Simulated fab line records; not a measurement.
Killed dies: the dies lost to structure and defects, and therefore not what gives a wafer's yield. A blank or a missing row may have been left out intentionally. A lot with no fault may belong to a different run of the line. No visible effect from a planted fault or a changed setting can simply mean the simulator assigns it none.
Which of the tools did it? / flow gf180mcu / 6 lots, 18 wafers sampled, at 2 steps of a route of 602

## WHAT EACH GAUGE READ, for each wafer
GF_V4_OVL_MEAS_15.
lot=L455; measured=day 25 20:09; on=overlay-01; V4_OVL (nm)=-3 4 6
lot=L457; measured=day 26 13:20; on=overlay-01; V4_OVL (nm)=10 4 14
lot=L460; measured=day 27 10:22; on=overlay-01; V4_OVL (nm)=1 9 -2
lot=L469; measured=day 30 05:35; on=overlay-01; V4_OVL (nm)=7 2 -1
lot=L471; measured=day 30 15:26; on=overlay-01; V4_OVL (nm)=-1 1 -6
lot=L473; measured=day 31 03:04; on=overlay-01; V4_OVL (nm)=-3 -6 -1

## WHICH TOOL RAN EACH LOT (tool, then ch and the chambers of the sampled wafers, then the start)
lot=L455; GF_M4_SPUTTER_03=pvdSputter-02, day 23 22:45
lot=L457; GF_M4_SPUTTER_03=pvdSputter-01, day 24 17:48
lot=L460; GF_M4_SPUTTER_03=pvdSputter-04, day 25 15:38
lot=L469; GF_M4_SPUTTER_03=pvdSputter-01, day 28 12:41
lot=L471; GF_M4_SPUTTER_03=pvdSputter-02, day 29 00:08
lot=L473; GF_M4_SPUTTER_03=pvdSputter-02, day 29 12:05
- GF_M4_SPUTTER_03: material Ti, target thk 10 nm, time 6.7 s.

## THE ANSWER, worked out from the rows above alone
Rule: the usual values come from the lots themselves. The widest of any qualifying gaps counts: lots, ordered by their means at a reading, are off when they make up no more than a third of the lots, leave a main group of 4 or more, and stand apart from it by 3 or more times the standard deviation of that group's means. The tables above print the reading to a certain number of digits; a main group whose means all agree to those digits is not used. Also off: a lot with no number at a reading for which 4 or more lots have one. Where the step has rows for the other lots, those lots are counted as sound.
No lot is off on any of the readings shown, so nothing can be concluded from this.

## WHAT WAS PUT IN BY THE SIMULATOR
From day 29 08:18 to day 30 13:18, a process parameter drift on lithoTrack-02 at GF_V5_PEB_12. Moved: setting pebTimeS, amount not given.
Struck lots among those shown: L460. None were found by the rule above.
